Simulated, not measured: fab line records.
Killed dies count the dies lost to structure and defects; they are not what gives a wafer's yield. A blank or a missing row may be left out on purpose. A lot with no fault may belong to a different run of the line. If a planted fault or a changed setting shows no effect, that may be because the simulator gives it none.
fab line records | flow sky130
record: lots: 6 | wafers: 18 | lastDay: 52
route steps=708 shown VT_ADJUST_NCORE@129 VT_ADJUST_HVTR@131 VT_ADJUST_PCH@143 PAD_OPEN@708
lots that met no fault: from a run of the same line without faults
startH: start of the lot's first displayed wafer, in hours after the record's first day | waitH: time in hours since the lot's previous step | " same as the row above | L1.1+2: one row covering several wafers at once | - no value, or no start given | * or withheld: withheld | < > ~ a bound
route shown NAME@n: names a module that has steps shown in the file, with the first one's number in the route | usual: mean/standard deviation taken from wafers without a fault | same: alike in all rows | chamber/n: place in a boat | sites: each site's reading | _std_site: their standard deviation | _edge_site: inner sites' mean taken away from outer sites' mean | radiusMm: how far each site lies from the wafer's centre | mask NAME#n: copy n | behind: the most recent tool/chamber to have shaped the wafer | hold: cause of the lot's hold/its duration in hours/its outcome | device: transistor that didn't switch, given as n, p or np | end of line: the route-end tests of the same wafers | where a step has no rows: the recipe by itself | killed: dies lost to structure and defects at the first sort, not the wafer's yield | map: per-die view of a wafer (x killed, . not killed, _ where there is no die)
set.NAME: the setting the step ran with; set.NAME@STEP: the setting that earlier step ran with | model.NAME: the simulator's own value behind a step, which no gauge read
lots at selected steps of the route; one table per step, one row per wafer
services: a tool's chamber out of use, with start hour (startH, from the record's first day; less than 0 if before it), hours out, and reason
== steps ==
step: SKY_VT_ADJUST_NCORE_STRIP_10
recipe: chemistry: O2/N2 | powerW: 1400 | pressureMtorr: 1500 | platenTempC: withheld | o2FlowSccm: 3000 | n2FlowSccm: 300 | overashFraction: 0.5
usual: chamberPressureMTorr: 1500.0/1.4 | drypumpMotorCurrentA: 5.86/0.3 | oesProductAu: 0.716/0.0048 | stripTimeToEndpointS: 14.20/0.036
same: overashFraction: 0.5
lot.wafer | tool           | chamber | startH | waitH | chamberPressureMTorr | drypumpMotorCurrentA | oesProductAu | rfHoursCounterH | stripTimeToEndpointS
L869.4    | plasmaAsher-01 | 1       | 162.98 | 0.1   | 1499.4               | 6.04                 | 0.720        | -               | 14.21
L869.5    | "              | 0       | "      | "     | 1498.7               | 5.24                 | 0.719        | -               | 14.27
L869.6    | "              | 1       | "      | "     | 1498.8               | 6.07                 | 0.712        | -               | 14.23
L873.1    | plasmaAsher-01 | 0       | 178.56 | 0.1   | 1499.6               | 5.23                 | 0.723        | 6               | 14.16
L873.3    | "              | 0       | "      | "     | 1499.4               | 5.25                 | 0.712        | -               | 14.15
L873.6    | "              | 1       | "      | "     | 1498.9               | 6.04                 | 0.713        | -               | 14.18
L874.2    | plasmaAsher-03 | 1       | 181.81 | 0.1   | 1498.9               | 6.16                 | 0.712        | 34              | 14.25
L874.3    | "              | 0       | "      | "     | 1502.2               | 5.83                 | 0.719        | -               | 14.25
L874.6    | "              | 1       | "      | "     | 1502.3               | 6.17                 | 0.709        | -               | 14.25
L875.3    | plasmaAsher-02 | 0       | 185.58 | 0.1   | 1501.7               | 5.94                 | 0.716        | -               | 14.24
L875.4    | "              | 1       | "      | "     | 1498.9               | 5.97                 | 0.723        | -               | 14.22
L875.5    | "              | 1       | "      | "     | 1498.4               | 5.98                 | 0.718        | -               | 14.23
L887.1    | plasmaAsher-03 | 0       | 429.09 | 0.1   | 1499.0               | 5.82                 | 0.727        | 59              | 14.19
L887.3    | "              | 1       | "      | "     | 1499.3               | 6.16                 | 0.721        | -               | 14.18
L887.5    | "              | 0       | "      | "     | 1501.6               | 5.81                 | 0.717        | -               | 14.24
L888.1    | plasmaAsher-01 | 1       | 429.84 | 0.1   | 1499.1               | 6.05                 | 0.714        | 31              | 14.24
L888.3    | "              | 1       | "      | "     | 1499.5               | 6.01                 | 0.714        | -               | 14.24
L888.5    | "              | 1       | "      | "     | 1497.8               | 5.94                 | 0.715        | -               | 14.24
step: SKY_VT_ADJUST_NCORE_TW_MEAS_11
usual: VT_ADJUST_NCORE_TW: 218.6/2.2
lot.wafer | tool         | chamber | startH | waitH | VT_ADJUST_NCORE_TW
L869.4    | filmMetro-01 | -       | 163.07 | 0.1   | 216.3
L869.5    | "            | -       | "      | "     | 217.3
L869.6    | "            | -       | "      | "     | 216.9
L873.1    | filmMetro-04 | -       | 178.66 | 0.1   | 221.4
L873.3    | "            | -       | "      | "     | 221.7
L873.6    | "            | -       | "      | "     | 220.8
L874.2    | filmMetro-04 | -       | 181.92 | 0.1   | 221.7
L874.3    | "            | -       | "      | "     | 220.1
L874.6    | "            | -       | "      | "     | 220.1
L875.3    | filmMetro-01 | -       | 185.66 | 0.1   | 217.2
L875.4    | "            | -       | "      | "     | 217.4
L875.5    | "            | -       | "      | "     | 216.5
L887.1    | filmMetro-03 | -       | 429.19 | 0.1   | 221.0
L887.3    | "            | -       | "      | "     | 219.1
L887.5    | "            | -       | "      | "     | 220.5
L888.1    | filmMetro-03 | -       | 429.94 | 0.1   | 219.7
L888.3    | "            | -       | "      | "     | 219.1
L888.5    | "            | -       | "      | "     | 218.8
step: SKY_VT_ADJUST_HVTR_DEHYDRATE_00
recipe: tempC: 200 | timeS: 60
step: SKY_VT_ADJUST_HVTR_HMDS_01
recipe: primeTimeS: 60 | primeTempC: 120
step: SKY_VT_ADJUST_HVTR_COAT_02
recipe: resist: NOVOLAK | spinRpm: 3000 | resistThkNm: 1140
step: SKY_VT_ADJUST_HVTR_SOFTBAKE_03
recipe: tempC: 90 | timeS: 60 | resist: NOVOLAK
step: SKY_VT_ADJUST_HVTR_EXPOSE_04
recipe: maskId: HVTRM | targetCdNm: 380 | na: 0.6 | sourceShape: conventional | sigmaOuter: 0.6 | doseMj: 150
step: SKY_VT_ADJUST_HVTR_PEB_05
recipe: tempC: withheld | timeS: * | resist: NOVOLAK
step: SKY_VT_ADJUST_HVTR_DEVELOP_06
recipe: developTimeS: 60 | devTempC: 23
step: SKY_VT_ADJUST_HVTR_CD_MEAS_07
recipe: targetCdNm: 380
usual: cdNm: 380.7/2.7
lot.wafer | tool     | chamber | startH | waitH | cdNm
L869.4    | cdSem-01 | -       | 174.30 | 0.1   | 380.0
L869.5    | "        | -       | "      | "     | 379.3
L869.6    | "        | -       | "      | "     | 379.7
L873.1    | cdSem-01 | -       | 187.89 | 0.1   | 377.4
L873.3    | "        | -       | "      | "     | 376.5
L873.6    | "        | -       | "      | "     | 375.6
L874.2    | cdSem-01 | -       | 190.18 | 0.1   | 376.6
L874.3    | "        | -       | "      | "     | 375.3
L874.6    | "        | -       | "      | "     | 375.8
L875.3    | cdSem-01 | -       | 200.73 | 0.1   | 384.7
L875.4    | "        | -       | "      | "     | 379.1
L875.5    | "        | -       | "      | "     | 380.7
L887.1    | cdSem-02 | -       | 459.79 | 0.1   | 381.3
L887.3    | "        | -       | "      | "     | 381.0
L887.5    | "        | -       | "      | "     | 382.0
L888.1    | cdSem-01 | -       | 459.93 | 0.1   | 379.4
L888.3    | "        | -       | "      | "     | 380.3
L888.5    | "        | -       | "      | "     | 381.1
step: SKY_VT_ADJUST_HVTR_OVL_MEAS_08
usual: VT_ADJUST_HVTR_OVL: -0.5/1.4
lot.wafer | tool       | chamber | startH | waitH | VT_ADJUST_HVTR_OVL[nm]
L869.4    | overlay-02 | -       | 174.38 | 0.1   | -2.4
L869.5    | "          | -       | "      | "     | -2.6
L869.6    | "          | -       | "      | "     | -0.7
L873.1    | overlay-02 | -       | 188.01 | 0.1   | -1.1
L873.3    | "          | -       | "      | "     | -0.5
L873.6    | "          | -       | "      | "     | -2.5
L874.2    | overlay-01 | -       | 190.29 | 0.1   | -3.2
L874.3    | "          | -       | "      | "     | -0.4
L874.6    | "          | -       | "      | "     | -0.8
L875.3    | overlay-01 | -       | 200.82 | 0.1   | 1.5
L875.4    | "          | -       | "      | "     | 0.5
L875.5    | "          | -       | "      | "     | 2.0
L887.1    | overlay-02 | -       | 459.91 | 0.1   | 1.8
L887.3    | "          | -       | "      | "     | 2.2
L887.5    | "          | -       | "      | "     | 2.3
L888.1    | overlay-01 | -       | 460.05 | 0.1   | 2.1
L888.3    | "          | -       | "      | "     | 0.3
L888.5    | "          | -       | "      | "     | 1.2
step: SKY_VT_ADJUST_HVTR_IMPLANT_09
recipe: species: B | energyKev: 10 | doseCm2: 2.1e+12 | tiltDeg: withheld
step: SKY_VT_ADJUST_HVTR_STRIP_10
recipe: chemistry: O2/N2 | powerW: 1400 | pressureMtorr: 1500 | platenTempC: withheld | o2FlowSccm: 3000 | n2FlowSccm: 300 | overashFraction: 0.5
usual: chamberPressureMTorr: 1499.9/1.3 | drypumpMotorCurrentA: 5.8/0.32 | oesProductAu: 0.715/0.0047 | overashFraction: 0.5/0 | stripTimeToEndpointS: 14.18/0.042
lot.wafer | tool           | chamber | startH | waitH | chamberPressureMTorr | drypumpMotorCurrentA | oesProductAu | overashFraction | rfHoursCounterH | stripTimeToEndpointS | model.NOVOLAK_of_VT_ADJUST_HVTR_COAT_02.thkNm
L869.4    | plasmaAsher-04 | 1       | 174.58 | 0.1   | 1500.7               | 5.9                  | 0.709        | 0.5             | -               | 14.22                | 0
L869.5    | "              | 1       | "      | "     | 1499.7               | 5.9                  | 0.715        | 0.5             | -               | 14.19                | 0
L869.6    | "              | 0       | "      | "     | 1498.8               | 5.6                  | 0.721        | 0.5             | -               | 14.23                | 0
L873.1    | plasmaAsher-04 | 1       | 188.19 | 0.1   | -                    | -                    | -            | -               | -               | -                    | 1137
L873.3    | "              | 1       | "      | "     | -                    | -                    | -            | -               | -               | -                    | 1138
L873.6    | "              | 0       | "      | "     | -                    | -                    | -            | -               | -               | -                    | 1140
L874.2    | plasmaAsher-01 | 0       | 190.47 | 0.1   | -                    | -                    | -            | -               | -               | -                    | 1147
L874.3    | "              | 0       | "      | "     | -                    | -                    | -            | -               | -               | -                    | 1145
L874.6    | "              | 0       | "      | "     | -                    | -                    | -            | -               | -               | -                    | 1148
L875.3    | plasmaAsher-02 | 0       | 201.03 | 0.1   | 1501.0               | 6.0                  | 0.711        | 0.5             | -               | 14.09                | 0
L875.4    | "              | 1       | "      | "     | 1497.8               | 6.0                  | 0.714        | 0.5             | -               | 14.09                | 0
L875.5    | "              | 1       | "      | "     | 1500.0               | 6.0                  | 0.712        | 0.5             | -               | 14.16                | 0
L887.1    | plasmaAsher-04 | 0       | 460.09 | 0.1   | 1498.5               | 5.6                  | 0.706        | 0.5             | 79              | 14.14                | 0
L887.3    | "              | 1       | "      | "     | 1500.0               | 5.9                  | 0.721        | 0.5             | -               | 14.12                | 0
L887.5    | "              | 1       | "      | "     | 1501.5               | 5.9                  | 0.719        | 0.5             | -               | 14.16                | 0
L888.1    | plasmaAsher-01 | 0       | 460.24 | 0.1   | 1499.9               | 5.3                  | 0.718        | 0.5             | 34              | 14.18                | 0
L888.3    | "              | 0       | "      | "     | 1500.8               | 5.2                  | 0.710        | 0.5             | -               | 14.15                | 0
L888.5    | "              | 0       | "      | "     | 1498.9               | 5.2                  | 0.717        | 0.5             | -               | 14.16                | 0
step: SKY_VT_ADJUST_HVTR_TW_MEAS_11
usual: VT_ADJUST_HVTR_TW: 210.2/2.1
lot.wafer | tool         | chamber | startH | waitH | VT_ADJUST_HVTR_TW
L869.4    | filmMetro-03 | -       | 174.67 | 0.1   | 212.4
L869.5    | "            | -       | "      | "     | 212.3
L869.6    | "            | -       | "      | "     | 212.4
L873.1    | filmMetro-02 | -       | 188.29 | 0.1   | 209.5
L873.3    | "            | -       | "      | "     | 208.7
L873.6    | "            | -       | "      | "     | 207.3
L874.2    | filmMetro-01 | -       | 190.58 | 0.1   | 208.7
L874.3    | "            | -       | "      | "     | 208.5
L874.6    | "            | -       | "      | "     | 208.4
L875.3    | filmMetro-03 | -       | 201.11 | 0.1   | 212.9
L875.4    | "            | -       | "      | "     | 213.8
L875.5    | "            | -       | "      | "     | 214.1
L887.1    | filmMetro-03 | -       | 460.19 | 0.1   | 213.4
L887.3    | "            | -       | "      | "     | 212.4
L887.5    | "            | -       | "      | "     | 212.4
L888.1    | filmMetro-02 | -       | 460.34 | 0.1   | 211.1
L888.3    | "            | -       | "      | "     | 210.7
L888.5    | "            | -       | "      | "     | 211.0
step: SKY_VT_ADJUST_PCH_DEHYDRATE_00
recipe: tempC: 200 | timeS: 60
step: SKY_VT_ADJUST_PCH_HMDS_01
recipe: primeTimeS: 60 | primeTempC: 120
step: SKY_VT_ADJUST_PCH_COAT_02
recipe: spinRpm: 2000 | resistThkNm: 3000
step: SKY_VT_ADJUST_PCH_SOFTBAKE_03
recipe: tempC: 110 | timeS: withheld
step: SKY_VT_ADJUST_PCH_EXPOSE_04
recipe: maskId: NWM | na: 0.6 | sourceShape: conventional | sigmaOuter: 0.6 | polarization: unpolarized | targetCdNm: 840 | doseMj: 255
step: SKY_VT_ADJUST_PCH_PEB_05
recipe: tempC: 115 | timeS: withheld
step: SKY_VT_ADJUST_PCH_DEVELOP_06
recipe: wallAngleDeg: 90 | developer: TMAH | developTimeS: 60 | devTempC: 23
step: SKY_VT_ADJUST_PCH_OVL_MEAS_07
usual: VT_ADJUST_PCH_OVL: -0.6/1.4
lot.wafer | tool       | chamber | startH | waitH | VT_ADJUST_PCH_OVL[nm]
L869.4    | overlay-02 | -       | 184.95 | -     | 0.2
L869.5    | "          | -       | "      | "     | 0.9
L869.6    | "          | -       | "      | "     | 0.2
L873.1    | overlay-02 | -       | 209.11 | -     | -0.3
L873.3    | "          | -       | "      | "     | 1.4
L873.6    | "          | -       | "      | "     | 2.1
L874.2    | overlay-02 | -       | 212.66 | -     | -3.5
L874.3    | "          | -       | "      | "     | -0.8
L874.6    | "          | -       | "      | "     | -0.8
L875.3    | overlay-02 | -       | 218.28 | -     | -2.4
L875.4    | "          | -       | "      | "     | -1.7
L875.5    | "          | -       | "      | "     | -1.8
L887.1    | overlay-02 | -       | 490.01 | -     | -0.3
L887.3    | "          | -       | "      | "     | -1.3
L887.5    | "          | -       | "      | "     | 1.0
L888.1    | overlay-02 | -       | 490.31 | -     | -1.3
L888.3    | "          | -       | "      | "     | -1.9
L888.5    | "          | -       | "      | "     | -3.7
step: SKY_VT_ADJUST_PCH_IMPLANT_08
recipe: species: B | energyKev: 10 | doseCm2: 5e+11 | tiltDeg: withheld
step: SKY_VT_ADJUST_PCH_STRIP_09
recipe: chemistry: O2/N2 | powerW: 1400 | pressureMtorr: 1500 | platenTempC: withheld | o2FlowSccm: 3000 | n2FlowSccm: 300 | overashFraction: 0.5
usual: chamberPressureMTorr: 1499.9/1.3 | drypumpMotorCurrentA: 5.92/0.17 | oesProductAu: 0.722/0.0046 | stripTimeToEndpointS: 36.92/0.1
same: overashFraction: 0.5
lot.wafer | tool           | chamber | startH | waitH | chamberPressureMTorr | drypumpMotorCurrentA | oesProductAu | rfHoursCounterH | stripTimeToEndpointS
L869.4    | plasmaAsher-04 | 0       | 185.16 | 0.1   | 1499.1               | 5.56                 | 0.729        | -               | 37.11
L869.5    | "              | 1       | "      | "     | 1500.8               | 5.93                 | 0.725        | -               | 36.93
L869.6    | "              | 0       | "      | "     | 1500.7               | 5.55                 | 0.716        | -               | 37.07
L873.1    | plasmaAsher-02 | 0       | 209.29 | 0.1   | 1498.7               | 5.94                 | 0.729        | 51              | 53.86
L873.3    | "              | 0       | "      | "     | 1499.0               | 5.95                 | 0.732        | -               | 53.94
L873.6    | "              | 0       | "      | "     | 1500.0               | 5.95                 | 0.729        | -               | 53.81
L874.2    | plasmaAsher-02 | 0       | 212.84 | 0.1   | 1500.2               | 5.95                 | 0.719        | 52              | 53.76
L874.3    | "              | 1       | "      | "     | 1501.3               | 6.03                 | 0.727        | -               | 53.80
L874.6    | "              | 0       | "      | "     | 1498.3               | 5.96                 | 0.726        | -               | 53.86
L875.3    | plasmaAsher-02 | 1       | 218.48 | 0.1   | 1501.7               | 5.96                 | 0.721        | -               | 36.93
L875.4    | "              | 0       | "      | "     | 1499.1               | 5.97                 | 0.719        | -               | 36.94
L875.5    | "              | 0       | "      | "     | 1498.9               | 5.96                 | 0.719        | -               | 36.86
L887.1    | plasmaAsher-02 | 0       | 490.19 | 0.1   | 1500.6               | 5.97                 | 0.729        | 6               | 36.83
L887.3    | "              | 0       | "      | "     | 1500.6               | 5.98                 | 0.725        | -               | 36.93
L887.5    | "              | 1       | "      | "     | 1499.9               | 6.01                 | 0.726        | -               | 36.91
L888.1    | plasmaAsher-04 | 0       | 490.50 | 0.1   | 1501.5               | 5.56                 | 0.724        | 82              | 37.07
L888.3    | "              | 1       | "      | "     | 1498.1               | 5.88                 | 0.726        | -               | 37.08
L888.5    | "              | 1       | "      | "     | 1499.4               | 5.90                 | 0.725        | -               | 37.07
step: SKY_VT_ADJUST_PCH_TW_MEAS_10
usual: VT_ADJUST_PCH_TW: 141.8/0.9
lot.wafer | tool         | chamber | startH | waitH | hold                    | VT_ADJUST_PCH_TW
L869.4    | filmMetro-04 | -       | 185.25 | 0.1   | -                       | 143.9
L869.5    | "            | -       | "      | "     | -                       | 144.4
L869.6    | "            | -       | "      | "     | -                       | 143.5
L873.1    | filmMetro-02 | -       | 209.44 | 0.1   | awaitDispo/0.2h/release | 29.8
L873.3    | "            | -       | "      | "     | awaitDispo/0.2h/release | 29.8
L873.6    | "            | -       | "      | "     | awaitDispo/0.2h/release | 29.8
L873.1    | filmMetro-02 | -       | 209.67 | 0.2   | -                       | 29.8
L873.3    | "            | -       | "      | "     | -                       | 29.8
L873.6    | "            | -       | "      | "     | -                       | 29.8
L874.2    | filmMetro-01 | -       | 212.95 | 0.1   | awaitDispo/0.2h/release | 29.7
L874.3    | "            | -       | "      | "     | awaitDispo/0.2h/release | 29.7
L874.6    | "            | -       | "      | "     | awaitDispo/0.2h/release | 29.6
L874.2    | filmMetro-01 | -       | 213.18 | 0.2   | -                       | 29.7
L874.3    | "            | -       | "      | "     | -                       | 29.8
L874.6    | "            | -       | "      | "     | -                       | 29.8
L875.3    | filmMetro-01 | -       | 218.57 | 0.1   | -                       | 140.6
L875.4    | "            | -       | "      | "     | -                       | 141.3
L875.5    | "            | -       | "      | "     | -                       | 141.2
L887.1    | filmMetro-02 | -       | 490.29 | 0.1   | -                       | 142.5
L887.3    | "            | -       | "      | "     | -                       | 141.9
L887.5    | "            | -       | "      | "     | -                       | 142.0
L888.1    | filmMetro-04 | -       | 490.60 | 0.1   | -                       | 142.0
L888.3    | "            | -       | "      | "     | -                       | 142.2
L888.5    | "            | -       | "      | "     | -                       | 141.5
step: SKY_PAD_OPEN_PROBE_99
usual: defectLimitedYield: 82.5/1.9 | killed_at_M0_to_M3: 43/7 | killed_at_M4_up: 2.7/1.6 | killedAtContacts: 24/5.3 | killedAtFrontEnd: 16/4.6 | killedAtOther: 0.3/0.53 | killedDies: 86/9.3 | killedOpen: 47/6.9 | killedShort: 38/6.1 | sort_bin_3_pad_short: 0.9/0.4 | sort_bin_5_function: 10.3/1.4 | sort_bin_6_memory: 6.3/1.1 | sortNPass: 406/9.3 | sortYieldPct: 82.5/1.9
same: grossDies: 492 | killedAtBackSide: 0 | sort_bin_4_leakage[%]: 0 | sort_bin_8_speed[%]: 0
lot.wafer | tool      | chamber | startH  | waitH | defectLimitedYield[%] | killed_at_M0_to_M3 | killed_at_M4_up | killedAtContacts | killedAtFrontEnd | killedAtOther | killedDies | killedOpen | killedShort | sort_bin_3_pad_short[%] | sort_bin_5_function[%] | sort_bin_6_memory[%] | sortNPass | sortYieldPct[%]
L869.4    | prober-02 | -       | 1041.27 | 0.2   | 82.7                  | 41                 | 0               | 30               | 14               | 0             | 85         | 50         | 35          | 1.0                     | 12.0                   | 4.3                  | 407       | 82.7
L869.5    | prober-02 | -       | 1041.32 | 0.2   | 79.7                  | 52                 | 1               | 24               | 22               | 1             | 100        | 50         | 50          | 1.0                     | 11.6                   | 7.7                  | 392       | 79.7
L869.6    | prober-02 | -       | 1041.37 | 0.2   | 82.3                  | 42                 | 3               | 23               | 18               | 1             | 87         | 49         | 38          | 0.8                     | 10.0                   | 6.9                  | 405       | 82.3
L887.1    | prober-02 | -       | 1240.62 | 0.1   | 79.3                  | 48                 | 6               | 30               | 17               | 1             | 102        | 63         | 39          | 0.8                     | 11.0                   | 8.9                  | 390       | 79.3
L887.3    | prober-02 | -       | 1240.72 | 0.2   | 83.7                  | 42                 | 4               | 15               | 19               | 0             | 80         | 46         | 34          | 0.4                     | 9.8                    | 6.1                  | 412       | 83.7
L887.5    | prober-02 | -       | 1240.82 | 0.2   | 80.7                  | 51                 | 2               | 32               | 10               | 0             | 95         | 55         | 40          | 0.8                     | 11.2                   | 7.3                  | 397       | 80.7
L888.1    | prober-02 | -       | 1241.26 | 0.1   | 82.9                  | 37                 | 0               | 21               | 25               | 1             | 84         | 48         | 35          | 1.4                     | 10.2                   | 5.5                  | 408       | 82.9
L888.3    | prober-02 | -       | 1241.36 | 0.2   | 85.0                  | 26                 | 1               | 26               | 21               | 0             | 74         | 38         | 36          | 0.6                     | 9.8                    | 4.7                  | 418       | 85.0
L888.5    | prober-02 | -       | 1241.46 | 0.2   | 82.5                  | 46                 | 7               | 20               | 12               | 1             | 86         | 48         | 38          | 0.8                     | 10.6                   | 6.1                  | 406       | 82.5
killed by level:class
L869.4 LI_CONTACT:geometricParticle:open=10 VIA2:geometricParticle:open=10 CONTACT:geometricParticle:open=8 CONTACT:geometricParticle:short=7 METAL1:geometricParticle:short=6 VIA1:geometricParticle:open=6 FIELD_ISO:geometricParticle:open=5 METAL3:geometricParticle:short=4
L869.5 VIA2:geometricParticle:open=12 FIELD_ISO:geometricParticle:short=8 VIA1:geometricParticle:open=8 LI_CONTACT:geometricParticle:open=7 VIA3:geometricParticle:open=6 LOCAL_INTERCONNECT:geometricParticle:short=6 METAL1:geometricParticle:short=6 CONTACT:geometricParticle:short=5
L869.6 LI_CONTACT:geometricParticle:open=10 VIA1:geometricParticle:open=8 POLY_GATE:geometricParticle:short=7 VIA2:geometricParticle:open=7 VIA3:geometricParticle:open=7 CONTACT:geometricParticle:open=6 VIA3:geometricParticle:short=6 METAL1:geometricParticle:short=4
L887.1 VIA1:geometricParticle:open=12 LI_CONTACT:geometricParticle:open=11 CONTACT:geometricParticle:open=11 VIA2:geometricParticle:open=7 METAL1:geometricParticle:short=6 VIA1:geometricParticle:short=6 VIA3:geometricParticle:open=6 POLY_GATE:geometricParticle:open=5
L887.3 VIA1:geometricParticle:open=10 LI_CONTACT:geometricParticle:open=9 FIELD_ISO:geometricParticle:open=6 POLY_GATE:geometricParticle:short=6 VIA3:geometricParticle:open=6 METAL2:geometricParticle:short=5 METAL1:geometricParticle:short=5 VIA2:geometricParticle:open=4
L887.5 LI_CONTACT:geometricParticle:open=13 VIA1:geometricParticle:open=11 CONTACT:geometricParticle:open=9 METAL1:geometricParticle:short=8 LI_CONTACT:geometricParticle:short=6 METAL2:geometricParticle:short=6 VIA3:geometricParticle:open=5 FIELD_ISO:geometricParticle:open=4
L888.1 VIA1:geometricParticle:open=9 LI_CONTACT:geometricParticle:open=8 VIA3:geometricParticle:open=6 FIELD_ISO:geometricParticle:short=5 POLY_GATE:geometricParticle:short=5 POLY_GATE:geometricParticle:open=5 CONTACT:geometricParticle:short=5 METAL2:geometricParticle:short=5
L888.3 CONTACT:geometricParticle:open=9 POLY_GATE:geometricParticle:short=6 LI_CONTACT:geometricParticle:short=6 VIA1:geometricParticle:open=6 FIELD_ISO:geometricParticle:short=5 CONTACT:geometricParticle:short=5 VIA3:geometricParticle:open=5 FIELD_ISO:geometricParticle:open=4
L888.5 VIA3:geometricParticle:open=16 METAL1:geometricParticle:short=10 LI_CONTACT:geometricParticle:open=6 CONTACT:geometricParticle:open=6 VIA2:geometricParticle:open=5 POLY_GATE:geometricParticle:short=4 METAL4:geometricParticle:open=4 POLY_GATE:geometricParticle:open=3
== services ==
tool           | chamber | startH | hours | kind
plasmaAsher-01 | -       | 192.31 | 1.9   | repair
plasmaAsher-04 | -       | 228.94 | 2.8   | pm
plasmaAsher-03 | -       | 277.60 | 1.3   | repair
plasmaAsher-01 | -       | 289.19 | 3.2   | repair
plasmaAsher-02 | -       | 297.63 | 0.9   | repair
plasmaAsher-01 | -       | 309.74 | 2.8   | pm
plasmaAsher-01 | -       | 325.94 | 1.8   | repair
plasmaAsher-02 | -       | 337.01 | 1.3   | repair
plasmaAsher-02 | -       | 352.14 | 0.8   | repair
plasmaAsher-03 | -       | 390.26 | 0.9   | repair
plasmaAsher-03 | -       | 397.59 | 0.5   | repair
plasmaAsher-01 | -       | 397.89 | 1.1   | repair
plasmaAsher-02 | -       | 421.25 | 9.0   | pm
plasmaAsher-02 | 0       | 421.25 | 9.0   | ventCycle
plasmaAsher-02 | 1       | 421.25 | 9.0   | ventCycle
plasmaAsher-02 | 0       | 430.25 | -     | clean
plasmaAsher-02 | 1       | 430.25 | -     | clean
== key ==
firstSign: step: SKY_VT_ADJUST_HVTR_STRIP_10 | reading: toolRecord | direction: missing
effect: step: SKY_VT_ADJUST_PCH_STRIP_09 | reading: stripTimeToEndpointS | direction: up | sigmas: 99+ | usual: * | struck: *
effect: step: SKY_VT_ADJUST_PCH_TW_MEAS_10 | reading: visit | direction: added
effect: step: SKY_VT_ADJUST_PCH_TW_MEAS_10 | reading: VT_ADJUST_PCH_TW | direction: down | sigmas: 99+ | usual: 141.8 | struck: 29.7
modelEffect: step: SKY_VT_ADJUST_HVTR_STRIP_10 | value: NOVOLAK_of_VT_ADJUST_HVTR_COAT_02.thkNm | without: 0 | struck: 1143
metAt SKY_VT_ADJUST_HVTR_STRIP_10
struckWafers L873.1,L873.3,L873.6,L874.2,L874.3,L874.6
scrappedBehind SKY_VT_ADJUST_PCH_TW_MEAS_10 L873.1,L873.3,L873.6,L874.2,L874.3,L874.6
onsetBetween 174.58 188.19
fault: kind: skippedStepWhole | tool: plasmaAsher-01,plasmaAsher-04 | chamber: - | onsetH: 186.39 | steps: SKY_VT_ADJUST_HVTR_STRIP_10 | scope: struckLotsOnly
